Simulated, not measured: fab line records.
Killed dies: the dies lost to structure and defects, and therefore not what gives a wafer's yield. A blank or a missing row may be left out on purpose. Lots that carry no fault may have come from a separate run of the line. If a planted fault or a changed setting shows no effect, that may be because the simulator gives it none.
fab line records	flow sky130
record: lots: 24	wafers: 72	lastDay: 50
route steps=708 shown VT_ADJUST_PCH@150 METAL1@435 METAL4@602 PASSIVATION@682 PAD_OPEN@701
lots untouched by any fault: they come from a run of this same line in which no faults occurred
startH: start of the lot's first displayed wafer, in hours after the record's first day	waitH: time in hours since the lot's previous step	" same as the row above	L1.1+2: several wafers, shown together as one row	- no value present, or no start provided	* or withheld: withheld	< > ~ a bound
route shown NAME@n: a module of which the file shows steps, and the number in the route of the first	usual: mean/standard deviation of fault-free wafers	same: alike in all rows	chamber/n: place in a boat	sites: readings site by site	_std_site: the values' standard deviation	_edge_site: outer sites' mean less inner sites'	radiusMm: how far each site lies from the wafer's centre	mask NAME#n: copy n	behind: the most recent tool/chamber to have shaped the wafer	hold: cause of the lot's hold/its duration in hours/its outcome	device: the n, p or np transistor that did not switch	end of line: the same wafers' tests at the end of the route	for a step that has no rows: nothing shown but its recipe	killed: not the wafer's yield, but the dies lost to structure and defects at the first sort	map: shows each die of a wafer: x if killed, . if not, _ if none is there
set.NAME: the setting that was run; set.NAME@STEP: the one run at that earlier step	model.NAME: the simulator's own value behind a step, which no gauge read
one table for each step of the route and one row for each wafer, over a sample of lots
services: when a tool's chamber went out of use (startH, in hours from the record's first day, below 0 if earlier), for how many hours, and the reason
== steps ==
step: SKY_VT_ADJUST_PCH_OVL_MEAS_07
usual: VT_ADJUST_PCH_OVL: 0.6/1.3
lot.wafer	tool	chamber	startH	waitH	VT_ADJUST_PCH_OVL[nm]
L074.2	overlay-02	-	221.26	-	2.8
L074.4	"	-	"	"	1.3
L074.5	"	-	"	"	-0.2
L075.1	overlay-02	-	229.11	-	0.2
L075.4	"	-	"	"	1.2
L075.5	"	-	"	"	1.0
L076.3	overlay-02	-	239.02	-	1.9
L076.4	"	-	"	"	1.3
L076.6	"	-	"	"	1.5
L077.1	overlay-02	-	245.41	-	-0.5
L077.2	"	-	"	"	-0.8
L077.4	"	-	"	"	-1.4
L078.2	overlay-01	-	254.31	-	2.3
L078.3	"	-	"	"	3.0
L078.4	"	-	"	"	2.0
L079.1	overlay-01	-	262.11	-	0.9
L079.4	"	-	"	"	0.7
L079.5	"	-	"	"	0.4
L080.2	overlay-02	-	272.97	-	2.9
L080.3	"	-	"	"	1.1
L080.4	"	-	"	"	2.4
L081.1	overlay-01	-	280.46	-	2.8
L081.2	"	-	"	"	2.5
L081.4	"	-	"	"	1.8
L082.1	overlay-01	-	288.15	-	0.6
L082.3	"	-	"	"	0.7
L082.6	"	-	"	"	-0.1
L083.1	overlay-02	-	293.66	-	1.8
L083.2	"	-	"	"	-0.5
L083.3	"	-	"	"	0.6
L084.1	overlay-02	-	301.25	-	-0.2
L084.2	"	-	"	"	0.8
L084.6	"	-	"	"	0.4
L085.2	overlay-02	-	310.31	-	0.1
L085.4	"	-	"	"	-1.0
L085.5	"	-	"	"	0.8
L086.2	overlay-02	-	318.31	-	-0.7
L086.4	"	-	"	"	-1.7
L086.5	"	-	"	"	-0.9
L087.2	overlay-01	-	322.56	-	-1.6
L087.3	"	-	"	"	-2.2
L087.5	"	-	"	"	-0.6
L088.1	overlay-01	-	329.76	-	-0.9
L088.4	"	-	"	"	-0.6
L088.5	"	-	"	"	-0.8
L089.1	overlay-02	-	337.46	-	0.1
L089.5	"	-	"	"	-0.8
L089.6	"	-	"	"	-1.0
L090.2	overlay-01	-	346.01	-	0.3
L090.4	"	-	"	"	1.4
L090.6	"	-	"	"	1.6
L091.1	overlay-02	-	354.61	-	0.5
L091.5	"	-	"	"	-0.4
L091.6	"	-	"	"	0.4
L092.3	overlay-02	-	361.46	-	1.4
L092.5	"	-	"	"	2.2
L092.6	"	-	"	"	-0.2
L093.2	overlay-02	-	372.11	-	-0.5
L093.3	"	-	"	"	2.7
L093.5	"	-	"	"	2.5
L094.1	overlay-02	-	381.16	-	-0.2
L094.3	"	-	"	"	1.1
L094.6	"	-	"	"	-0.2
L095.1	overlay-01	-	386.00	-	0.7
L095.4	"	-	"	"	0.5
L095.5	"	-	"	"	0.6
L096.3	overlay-01	-	393.01	-	-2.0
L096.5	"	-	"	"	-0.8
L096.6	"	-	"	"	-2.1
L097.1	overlay-02	-	412.36	-	1.1
L097.3	"	-	"	"	-1.6
L097.5	"	-	"	"	0.6
step: SKY_METAL1_SPUTTER_01
recipe: material: TiN	targetThkNm: 20	powerW: 6500	timeS: 16.7	chamberPressurePa: 0.4
usual: chamberPressurePa: 0.4001/0.00075	throttleValvePct: 29.7/0.8
lot.wafer	tool	chamber	startH	waitH	chamberPressurePa	throttleValvePct
L074.2	pvdSputter-04	-	730.52	0.0	0.3993	30.7
L074.4	"	-	"	"	0.3999	29.6
L074.5	"	-	"	"	0.4000	29.6
L075.1	pvdSputter-04	-	738.86	0.0	0.4000	28.7
L075.4	"	-	"	"	0.4013	29.3
L075.5	"	-	"	"	0.4019	29.5
L076.3	pvdSputter-03	-	756.88	0.0	0.4009	30.2
L076.4	"	-	"	"	0.4008	28.4
L076.6	"	-	"	"	0.4005	29.2
L077.1	pvdSputter-04	-	757.95	0.0	0.4004	29.5
L077.2	"	-	"	"	0.4008	29.2
L077.4	"	-	"	"	0.3992	28.9
L078.2	pvdSputter-02	-	767.11	0.0	0.4006	31.2
L078.3	"	-	"	"	0.3998	29.7
L078.4	"	-	"	"	0.4005	29.0
L079.1	pvdSputter-03	-	778.81	0.0	0.3997	30.3
L079.4	"	-	"	"	0.3992	28.2
L079.5	"	-	"	"	0.3993	30.0
L080.2	pvdSputter-02	-	788.59	0.0	0.4016	31.3
L080.3	"	-	"	"	0.3998	29.1
L080.4	"	-	"	"	0.3996	30.8
L081.1	pvdSputter-03	-	795.98	0.0	0.4010	30.1
L081.2	"	-	"	"	0.4011	29.5
L081.4	"	-	"	"	0.3997	30.3
L082.1	pvdSputter-02	-	802.70	0.0	0.4003	29.6
L082.3	"	-	"	"	0.4000	28.8
L082.6	"	-	"	"	0.3993	30.8
L083.1	pvdSputter-02	-	805.89	0.0	0.4014	31.0
L083.2	"	-	"	"	0.3995	31.0
L083.3	"	-	"	"	0.4012	29.7
L084.1	pvdSputter-04	-	816.82	0.0	0.3988	29.0
L084.2	"	-	"	"	0.4001	30.7
L084.6	"	-	"	"	0.4005	29.0
L085.2	pvdSputter-03	-	826.40	0.0	0.4004	28.1
L085.4	"	-	"	"	0.3991	30.3
L085.5	"	-	"	"	0.3998	29.3
L086.2	pvdSputter-04	-	835.10	0.0	0.4008	29.0
L086.4	"	-	"	"	0.3997	30.5
L086.5	"	-	"	"	0.3997	30.7
L087.2	pvdSputter-02	-	835.98	0.0	0.4001	30.6
L087.3	"	-	"	"	0.4005	30.1
L087.5	"	-	"	"	0.3999	31.0
L088.1	pvdSputter-02	-	850.07	0.0	0.4006	29.5
L088.4	"	-	"	"	0.4006	28.8
L088.5	"	-	"	"	0.3996	30.8
L089.1	pvdSputter-03	-	853.20	0.0	0.4013	29.7
L089.5	"	-	"	"	0.4012	30.4
L089.6	"	-	"	"	0.3996	30.0
L090.2	pvdSputter-04	-	856.62	0.0	0.4003	28.9
L090.4	"	-	"	"	0.4003	29.4
L090.6	"	-	"	"	0.3998	29.2
L091.1	pvdSputter-04	-	868.65	0.0	0.4002	29.4
L091.5	"	-	"	"	0.4002	29.3
L091.6	"	-	"	"	0.4007	29.5
L092.3	pvdSputter-03	-	874.51	0.0	0.4001	30.4
L092.5	"	-	"	"	0.4009	29.1
L092.6	"	-	"	"	0.3999	28.3
L093.2	pvdSputter-03	-	883.42	0.0	0.3994	30.1
L093.3	"	-	"	"	0.3996	28.4
L093.5	"	-	"	"	0.4001	30.0
L094.1	pvdSputter-04	-	887.74	0.0	0.3997	30.6
L094.3	"	-	"	"	0.3998	29.5
L094.6	"	-	"	"	0.3997	30.6
L095.1	pvdSputter-02	-	904.90	0.0	0.3999	28.9
L095.4	"	-	"	"	0.3987	29.6
L095.5	"	-	"	"	0.3992	29.3
L096.3	pvdSputter-03	-	908.51	0.0	0.3984	29.2
L096.5	"	-	"	"	0.3999	28.6
L096.6	"	-	"	"	0.4001	30.2
L097.1	pvdSputter-03	-	915.75	0.0	0.3999	30.2
L097.3	"	-	"	"	0.4008	30.2
L097.5	"	-	"	"	0.4002	28.5
step: SKY_METAL4_SPUTTER_04
recipe: material: TiN	targetThkNm: 70	powerW: 6500	timeS: 58.3	chamberPressurePa: 0.4
usual: chamberPressurePa: 0.4000/0.00084	throttleValvePct: 29.5/1.1
lot.wafer	tool	chamber	startH	waitH	chamberPressurePa	throttleValvePct
L074.2	pvdSputter-01	-	923.64	0.0	0.3995	29.1
L074.4	"	-	"	"	0.4006	31.2
L074.5	"	-	"	"	0.4011	31.4
L075.1	pvdSputter-03	-	932.54	0.0	0.3995	30.2
L075.4	"	-	"	"	0.4007	28.4
L075.5	"	-	"	"	0.3995	30.2
L076.3	pvdSputter-03	-	948.90	0.0	0.3991	29.9
L076.4	"	-	"	"	0.4010	29.2
L076.6	"	-	"	"	0.3990	29.2
L077.1	pvdSputter-01	-	949.97	0.0	0.3998	29.0
L077.2	"	-	"	"	0.3999	31.3
L077.4	"	-	"	"	0.3999	27.3
L078.2	pvdSputter-03	-	957.83	0.0	0.4008	29.2
L078.3	"	-	"	"	0.3999	28.4
L078.4	"	-	"	"	0.3989	30.3
L079.1	pvdSputter-01	-	966.63	0.0	0.3989	30.0
L079.4	"	-	"	"	0.3985	27.6
L079.5	"	-	"	"	0.3997	29.9
L080.2	pvdSputter-02	-	977.73	0.0	0.4006	29.0
L080.3	"	-	"	"	0.4014	30.0
L080.4	"	-	"	"	0.3979	30.8
L081.1	pvdSputter-03	-	984.33	0.0	0.4007	29.4
L081.2	"	-	"	"	0.4001	30.2
L081.4	"	-	"	"	0.3993	30.1
L082.1	pvdSputter-01	-	989.64	0.0	0.4008	29.2
L082.3	"	-	"	"	0.3991	27.6
L082.6	"	-	"	"	0.3981	27.4
L083.1	pvdSputter-01	-	993.98	0.0	0.3998	27.5
L083.2	"	-	"	"	0.3993	30.9
L083.3	"	-	"	"	0.4012	29.0
L084.1	pvdSputter-01	-	1003.33	0.0	0.3996	31.0
L084.2	"	-	"	"	0.4002	27.4
L084.6	"	-	"	"	0.3997	31.4
L085.2	pvdSputter-01	-	1010.18	0.0	0.4008	31.1
L085.4	"	-	"	"	0.3999	30.0
L085.5	"	-	"	"	0.4008	29.8
L086.2	pvdSputter-02	-	1019.27	0.0	0.4000	28.9
L086.4	"	-	"	"	0.4009	30.8
L086.5	"	-	"	"	0.3997	28.8
L087.2	pvdSputter-02	-	1019.97	0.0	0.4013	30.8
L087.3	"	-	"	"	0.4010	29.6
L087.5	"	-	"	"	0.4002	30.8
L088.1	pvdSputter-01	-	1030.50	0.0	0.4001	29.0
L088.4	"	-	"	"	0.4010	30.9
L088.5	"	-	"	"	0.3997	29.8
L089.1	pvdSputter-02	-	1034.12	0.0	0.3994	30.7
L089.5	"	-	"	"	0.4005	30.7
L089.6	"	-	"	"	0.3993	30.7
L090.2	pvdSputter-03	-	1038.65	0.0	0.4002	30.1
L090.4	"	-	"	"	0.4001	30.4
L090.6	"	-	"	"	0.4000	30.3
L091.1	pvdSputter-01	-	1048.43	0.0	0.3988	31.0
L091.5	"	-	"	"	0.3993	29.7
L091.6	"	-	"	"	0.4002	27.3
L092.3	pvdSputter-01	-	1051.49	0.0	0.4000	28.8
L092.5	"	-	"	"	0.3987	29.8
L092.6	"	-	"	"	0.4007	27.6
L093.2	pvdSputter-02	-	1061.32	0.0	0.4002	28.8
L093.3	"	-	"	"	0.3987	31.0
L093.5	"	-	"	"	0.3991	28.8
L094.1	pvdSputter-03	-	1065.53	0.0	0.4002	30.3
L094.3	"	-	"	"	0.3989	30.0
L094.6	"	-	"	"	0.4007	29.3
L095.1	pvdSputter-01	-	1077.53	0.0	0.3982	29.8
L095.4	"	-	"	"	0.4013	29.0
L095.5	"	-	"	"	0.4001	27.4
L096.3	pvdSputter-01	-	1080.63	0.0	0.4004	30.9
L096.5	"	-	"	"	0.4002	27.3
L096.6	"	-	"	"	0.4002	30.0
L097.1	pvdSputter-02	-	1085.78	0.0	0.4004	30.9
L097.3	"	-	"	"	0.3996	30.6
L097.5	"	-	"	"	0.4010	29.9
step: SKY_PASSIVATION_THK_MEAS_01
recipe: reads: SiO2_of_PASSIVATION_CVD_00
usual: PASSIVATION_CVD_00_THK: 90.0/1.2
lot.wafer	tool	chamber	startH	waitH	PASSIVATION_CVD_00_THK[nm]
L074.2	filmMetro-02	-	1025.31	-	88.3
L074.4	"	-	"	"	90.1
L074.5	"	-	"	"	89.5
L075.1	filmMetro-04	-	1031.06	-	91.1
L075.4	"	-	"	"	91.4
L075.5	"	-	"	"	91.8
L076.3	filmMetro-03	-	1046.02	-	89.1
L076.4	"	-	"	"	91.3
L076.6	"	-	"	"	91.2
L077.1	filmMetro-04	-	1048.26	-	88.3
L077.2	"	-	"	"	88.2
L077.4	"	-	"	"	91.0
L078.2	filmMetro-03	-	1054.21	-	88.7
L078.3	"	-	"	"	88.7
L078.4	"	-	"	"	89.7
L079.1	filmMetro-04	-	1061.40	-	90.6
L079.4	"	-	"	"	90.7
L079.5	"	-	"	"	89.8
L080.2	filmMetro-04	-	1073.35	-	89.0
L080.3	"	-	"	"	87.7
L080.4	"	-	"	"	90.4
L081.1	filmMetro-03	-	1079.60	-	87.9
L081.2	"	-	"	"	88.1
L081.4	"	-	"	"	89.8
L082.1	filmMetro-02	-	1083.95	-	89.5
L082.3	"	-	"	"	89.9
L082.6	"	-	"	"	91.0
L083.1	filmMetro-02	-	1087.19	-	89.7
L083.2	"	-	"	"	88.6
L083.3	"	-	"	"	89.5
L084.1	filmMetro-04	-	1094.42	-	88.5
L084.2	"	-	"	"	89.6
L084.6	"	-	"	"	90.7
L085.2	filmMetro-02	-	1100.80	-	90.2
L085.4	"	-	"	"	91.8
L085.5	"	-	"	"	91.1
L086.2	filmMetro-03	-	1108.91	-	89.1
L086.4	"	-	"	"	90.2
L086.5	"	-	"	"	91.6
L087.2	filmMetro-03	-	1109.37	-	89.8
L087.3	"	-	"	"	90.3
L087.5	"	-	"	"	92.6
L088.1	filmMetro-04	-	1119.09	-	87.9
L088.4	"	-	"	"	89.6
L088.5	"	-	"	"	90.1
L089.1	filmMetro-03	-	1121.98	-	90.1
L089.5	"	-	"	"	91.0
L089.6	"	-	"	"	90.9
L090.2	filmMetro-03	-	1126.66	-	88.4
L090.4	"	-	"	"	91.3
L090.6	"	-	"	"	90.6
L091.1	filmMetro-03	-	1135.80	-	88.3
L091.5	"	-	"	"	90.8
L091.6	"	-	"	"	90.3
L092.3	filmMetro-03	-	1137.46	-	89.6
L092.5	"	-	"	"	90.8
L092.6	"	-	"	"	91.0
L093.2	filmMetro-02	-	1146.61	-	89.4
L093.3	"	-	"	"	89.7
L093.5	"	-	"	"	91.6
L094.1	filmMetro-02	-	1149.50	-	89.5
L094.3	"	-	"	"	88.6
L094.6	"	-	"	"	89.6
L095.1	filmMetro-04	-	1159.71	-	90.8
L095.4	"	-	"	"	91.2
L095.5	"	-	"	"	91.5
L096.3	filmMetro-02	-	1162.07	-	87.2
L096.5	"	-	"	"	88.0
L096.6	"	-	"	"	87.4
L097.1	filmMetro-04	-	1165.94	-	89.1
L097.3	"	-	"	"	89.0
L097.5	"	-	"	"	90.0
step: SKY_PAD_OPEN_ETCH_07
recipe: chemistry: CF4/O2	targetDepthNm: 725	stopOn: AlCu	sourceW: 800	biasW: 150	pressureMtorr: 150	cf4FlowSccm: 80	O2_flow_sccm: 10	timeS: 161.1
usual: O2_flow_sccm: 9.997/0.026	drypumpMotorCurrentA: 5.6/0.51	oesProductAu: 0.979/0.0068	rfFwdPowerW: 796.6/2.6	throttleValvePct: 5.963/0.0088
lot.wafer	tool	chamber	startH	waitH	O2_flow_sccm	drypumpMotorCurrentA	oesProductAu	rfFwdPowerW	rfHoursCounterH	throttleValvePct
L074.2	rieDiel-03	3	1069.35	-	9.967	5.9	0.983	797.7	28	5.972
L074.4	"	0	"	"	10.032	5.1	0.983	794.6	-	5.968
L074.5	"	3	"	"	10.033	5.8	0.987	793.7	-	5.964
L075.1	rieDiel-03	0	1074.51	-	9.971	5.1	0.973	798.1	14	5.965
L075.4	"	3	"	"	10.023	5.9	0.981	795.7	-	5.949
L075.5	"	1	"	"	9.999	4.7	0.983	794.9	-	5.960
L076.3	rieDiel-03	3	1088.50	-	9.971	5.8	0.967	793.4	29	5.961
L076.4	"	1	"	"	10.002	4.7	0.976	797.6	-	5.971
L076.6	"	3	"	"	9.994	5.8	0.978	792.6	-	5.977
L077.1	rieDiel-01	2	1090.66	-	9.990	5.7	0.970	800.3	13	5.971
L077.2	"	3	"	"	10.021	5.8	0.972	797.2	11	5.960
L077.4	"	0	"	"	9.985	6.5	0.971	797.0	18	5.952
L078.2	rieDiel-02	3	1096.10	-	9.998	5.2	0.971	801.0	17	5.971
L078.3	"	2	"	"	9.994	5.5	0.967	793.1	29	5.952
L078.4	"	0	"	"	10.055	5.4	0.981	797.3	24	5.965
L079.1	rieDiel-03	0	1104.24	-	9.993	5.1	0.974	798.9	16	5.962
L079.4	"	1	"	"	10.020	4.8	0.978	790.5	-	5.972
L079.5	"	0	"	"	10.018	5.1	0.974	795.1	-	5.958
L080.2	rieDiel-03	0	1114.91	-	9.997	5.1	0.969	794.8	16	5.957
L080.3	"	3	"	"	9.989	5.8	0.983	796.2	31	5.958
L080.4	"	1	"	"	9.967	4.8	0.970	796.5	13	5.956
L081.1	rieDiel-01	1	1119.51	-	9.984	5.3	0.977	797.4	5	5.970
L081.2	"	0	"	"	9.949	6.5	0.974	797.2	19	5.979
L081.4	"	2	"	"	9.939	5.7	0.982	797.3	14	5.970
L082.1	rieDiel-01	0	1124.05	-	9.980	6.6	0.982	798.8	19	5.966
L082.3	"	1	"	"	10.094	5.3	0.973	797.8	5	5.967
L082.6	"	0	"	"	9.975	6.5	0.989	796.4	-	5.973
L083.1	rieDiel-02	3	1127.71	-	9.971	5.2	0.963	800.8	19	5.972
L083.2	"	1	"	"	10.000	6.0	0.971	798.8	16	5.958
L083.3	"	3	"	"	10.011	5.2	0.981	799.1	-	5.965
L084.1	rieDiel-03	3	1134.61	-	9.990	5.8	0.983	798.0	32	5.945
L084.2	"	2	"	"	9.989	5.9	0.986	798.0	3	5.975
L084.6	"	1	"	"	9.959	4.7	0.990	796.2	-	5.966
L085.2	rieDiel-01	2	1139.79	-	9.972	5.7	0.976	796.7	15	5.953
L085.4	"	3	"	"	9.988	5.8	0.989	793.2	13	5.968
L085.5	"	2	"	"	9.969	5.7	0.981	799.3	-	5.969
L086.2	rieDiel-01	2	1146.96	-	10.035	5.7	0.978	800.4	15	5.969
L086.4	"	0	"	"	10.027	6.5	0.984	795.7	20	5.962
L086.5	"	3	"	"	10.054	5.8	0.988	796.6	-	5.959
L087.2	rieDiel-01	3	1148.21	-	9.998	5.8	0.975	795.2	13	5.957
L087.3	"	1	"	"	9.976	5.3	0.975	796.6	6	5.971
L087.5	"	2	"	"	10.025	5.7	0.979	797.0	-	5.952
L088.1	rieDiel-01	2	1157.01	-	9.970	5.7	0.977	797.2	16	5.972
L088.4	"	3	"	"	9.978	5.8	0.983	793.3	14	5.955
L088.5	"	0	"	"	10.003	6.5	0.979	801.6	-	5.967
L089.1	rieDiel-02	3	1158.86	-	9.970	5.2	0.977	793.5	20	5.968
L089.5	"	3	"	"	9.972	5.2	0.988	795.0	-	5.966
L089.6	"	0	"	"	10.006	5.4	0.978	796.2	-	5.968
L090.2	rieDiel-02	3	1163.64	-	9.954	5.2	0.973	796.8	20	5.970
L090.4	"	3	"	"	9.962	5.2	0.989	791.1	-	5.968
L090.6	"	1	"	"	9.998	5.9	0.980	796.2	-	5.968
L091.1	rieDiel-01	3	1171.21	-	10.057	5.8	0.985	790.6	14	5.970
L091.5	"	0	"	"	9.997	6.5	0.983	798.2	-	5.962
L091.6	"	1	"	"	10.046	5.3	0.990	798.6	-	5.955
L092.3	rieDiel-01	0	1172.66	-	9.968	6.5	0.978	798.7	21	5.969
L092.5	"	0	"	"	9.984	6.6	0.983	796.1	-	5.975
L092.6	"	3	"	"	10.003	5.8	0.983	791.4	-	5.981
L093.2	rieDiel-03	0	1180.86	-	10.040	5.1	0.979	799.6	19	5.962
L093.3	"	2	"	"	10.008	6.0	0.979	797.9	4	5.973
L093.5	"	0	"	"	10.000	5.1	0.987	799.9	-	5.962
L094.1	rieDiel-02	3	1183.46	-	9.992	5.2	0.981	801.5	21	5.956
L094.3	"	1	"	"	9.958	6.0	0.979	799.7	19	5.964
L094.6	"	3	"	"	9.973	5.2	0.986	797.8	-	5.966
L095.1	rieDiel-01	2	1192.81	-	10.035	5.7	0.982	797.7	17	5.950
L095.4	"	0	"	"	10.007	6.5	0.989	794.2	22	5.950
L095.5	"	3	"	"	10.012	5.8	0.977	796.6	-	5.949
L096.3	rieDiel-01	2	1194.96	-	9.959	5.7	0.972	798.3	17	5.965
L096.5	"	0	"	"	10.014	6.5	0.977	793.8	-	5.962
L096.6	"	1	"	"	10.002	5.3	0.988	797.9	-	5.964
L097.1	rieDiel-03	0	1196.79	-	9.998	5.0	0.971	797.2	20	5.952
L097.3	"	3	"	"	10.000	5.9	0.976	791.0	34	5.973
L097.5	"	1	"	"	10.014	4.7	0.989	797.9	-	5.950
step: SKY_PAD_OPEN_STRIP_08
recipe: chemistry: O2/N2	powerW: 1400	pressureMtorr: 1500	platenTempC: withheld	overashFraction: 0.7	o2FlowSccm: 3000	n2FlowSccm: 300
usual: drypumpMotorCurrentA: 5.5/0.42	n2FlowSccm: 300.0/0.84	o2FlowSccm: 3001/7.9	oesProductAu: 0.663/0.0044
lot.wafer	tool	chamber	startH	waitH	drypumpMotorCurrentA	n2FlowSccm	o2FlowSccm	oesProductAu	rfHoursCounterH
L074.2	plasmaAsher-04	1	1069.46	0.1	5.0	300.3	3004	0.658	35
L074.4	"	1	"	"	4.9	300.2	3013	0.667	-
L074.5	"	0	"	"	5.6	300.0	3000	0.666	-
L075.1	plasmaAsher-01	0	1074.62	0.1	5.2	300.1	3001	0.667	64
L075.4	"	0	"	"	5.2	299.9	3024	0.668	-
L075.5	"	0	"	"	5.2	300.6	2998	0.657	-
L076.3	plasmaAsher-03	1	1088.64	0.1	5.4	299.4	2996	0.663	-
L076.4	"	0	"	"	6.1	300.3	3007	0.662	-
L076.6	"	1	"	"	5.3	300.5	3001	0.666	-
L077.1	plasmaAsher-03	1	1090.77	0.1	5.3	299.6	3003	0.656	90
L077.2	"	0	"	"	6.1	300.6	3005	0.663	90
L077.4	"	1	"	"	5.3	300.8	3005	0.666	-
L078.2	plasmaAsher-01	1	1096.21	0.1	6.0	300.4	2994	0.667	66
L078.3	"	0	"	"	5.2	300.5	3009	0.658	-
L078.4	"	1	"	"	6.0	299.0	3012	0.669	-
L079.1	plasmaAsher-04	0	1104.34	0.1	5.6	300.7	2986	0.667	38
L079.4	"	1	"	"	5.0	301.1	3005	0.661	-
L079.5	"	1	"	"	5.0	300.5	3008	0.663	-
L080.2	plasmaAsher-03	0	1115.02	0.1	6.1	300.5	3000	0.660	92
L080.3	"	0	"	"	6.1	300.1	2990	0.663	-
L080.4	"	1	"	"	5.4	299.9	3003	0.661	-
L081.1	plasmaAsher-04	0	1119.62	0.1	5.6	300.0	2995	0.662	40
L081.2	"	1	"	"	5.0	301.2	3002	0.666	40
L081.4	"	1	"	"	5.0	299.8	2992	0.668	-
L082.1	plasmaAsher-01	1	1124.16	0.1	6.1	298.4	3005	0.669	69
L082.3	"	0	"	"	5.2	300.3	2993	0.662	-
L082.6	"	0	"	"	5.2	301.0	2991	0.663	-
L083.1	plasmaAsher-01	1	1127.87	0.1	6.1	299.0	2995	0.671	69
L083.2	"	0	"	"	5.2	300.4	3004	0.661	69
L083.3	"	0	"	"	5.2	300.5	2996	0.664	-
L084.1	plasmaAsher-04	1	1134.72	0.1	5.0	300.4	3005	0.662	41
L084.2	"	0	"	"	5.6	300.5	3000	0.662	41
L084.6	"	1	"	"	5.0	299.6	3005	0.664	-
L085.2	plasmaAsher-01	0	1139.89	0.1	5.2	298.0	3004	0.670	70
L085.4	"	0	"	"	5.2	300.3	3002	0.659	-
L085.5	"	1	"	"	6.0	300.0	2984	0.664	-
L086.2	plasmaAsher-04	0	1147.07	0.1	5.6	298.5	2993	0.666	43
L086.4	"	1	"	"	5.0	300.5	3006	0.661	-
L086.5	"	1	"	"	4.9	300.3	3014	0.667	-
L087.2	plasmaAsher-03	1	1148.31	0.1	5.4	300.5	2990	0.659	96
L087.3	"	0	"	"	6.1	300.1	3004	0.667	-
L087.5	"	1	"	"	5.4	300.8	3003	0.667	-
L088.1	plasmaAsher-03	1	1157.11	0.1	5.4	300.6	2998	0.675	97
L088.4	"	0	"	"	6.1	300.4	3001	0.658	-
L088.5	"	0	"	"	6.1	300.3	2998	0.657	-
L089.1	plasmaAsher-04	0	1158.96	0.1	5.6	298.1	2996	0.667	44
L089.5	"	0	"	"	5.6	300.4	3002	0.662	-
L089.6	"	1	"	"	5.0	301.0	3001	0.664	-
L090.2	plasmaAsher-03	0	1163.75	0.1	6.1	299.8	3012	0.661	97
L090.4	"	1	"	"	5.3	301.6	3011	0.665	-
L090.6	"	0	"	"	6.1	298.8	3010	0.659	-
L091.1	plasmaAsher-03	0	1171.31	0.1	6.1	299.8	3012	0.656	98
L091.5	"	1	"	"	5.3	299.8	2999	0.664	-
L091.6	"	0	"	"	6.1	301.7	3014	0.660	-
L092.3	plasmaAsher-03	1	1172.79	0.1	5.4	298.5	3020	0.657	-
L092.5	"	1	"	"	5.4	299.7	3005	0.661	-
L092.6	"	0	"	"	6.1	299.0	3001	0.667	-
L093.2	plasmaAsher-04	1	1180.97	0.1	4.9	299.8	3002	0.660	47
L093.3	"	0	"	"	5.6	299.3	2984	0.657	-
L093.5	"	0	"	"	5.6	301.2	2993	0.667	-
L094.1	plasmaAsher-03	1	1183.57	0.1	5.3	300.9	3021	0.666	100
L094.3	"	1	"	"	5.4	301.1	3015	0.679	-
L094.6	"	0	"	"	6.1	300.0	3003	0.660	-
L095.1	plasmaAsher-04	0	1192.92	0.1	5.6	300.3	3002	0.663	49
L095.4	"	0	"	"	5.6	300.2	3010	0.666	-
L095.5	"	1	"	"	5.0	300.7	2994	0.665	-
L096.3	plasmaAsher-04	1	1195.10	0.1	5.0	296.8	3001	0.664	-
L096.5	"	1	"	"	5.0	297.7	3011	0.671	-
L096.6	"	0	"	"	5.6	299.1	3000	0.661	-
L097.1	plasmaAsher-04	1	1196.90	0.1	5.0	300.5	3000	0.662	50
L097.3	"	1	"	"	5.0	301.6	2989	0.661	-
L097.5	"	0	"	"	5.6	300.2	3006	0.666	-
== services ==
tool	chamber	startH	hours	kind
rieDiel-01	2	707.07	6.9	repair
pvdSputter-02	-	722.66	1.8	repair
plasmaAsher-04	-	733.75	9.0	pm
pvdSputter-02	-	745.24	4.7	repair
rieDiel-01	1	745.26	1.8	repair
pvdSputter-03	-	801.41	1.7	repair
rieDiel-01	-	804.79	2.7	pm
plasmaAsher-03	-	819.67	14.9	repair
rieDiel-01	0	834.03	5.8	repair
plasmaAsher-04	-	834.06	1.3	repair
pvdSputter-03	-	858.67	1.6	repair
pvdSputter-01	-	872.07	2.3	repair
pvdSputter-03	-	906.77	1.2	repair
plasmaAsher-04	-	950.83	1.7	repair
pvdSputter-02	-	972.71	4.3	repair
pvdSputter-03	-	984.69	34.5	repair
rieDiel-01	1	986.80	9.4	repair
pvdSputter-03	-	994.92	0.7	repair
rieDiel-01	1	1005.88	9.0	repair
plasmaAsher-04	-	1039.85	5.7	repair
pvdSputter-03	-	1047.43	2.6	repair
pvdSputter-02	-	1121.10	13.7	repair
rieDiel-01	2	1169.95	4.9	repair
plasmaAsher-04	-	1183.30	1.5	repair
== key ==
fault none
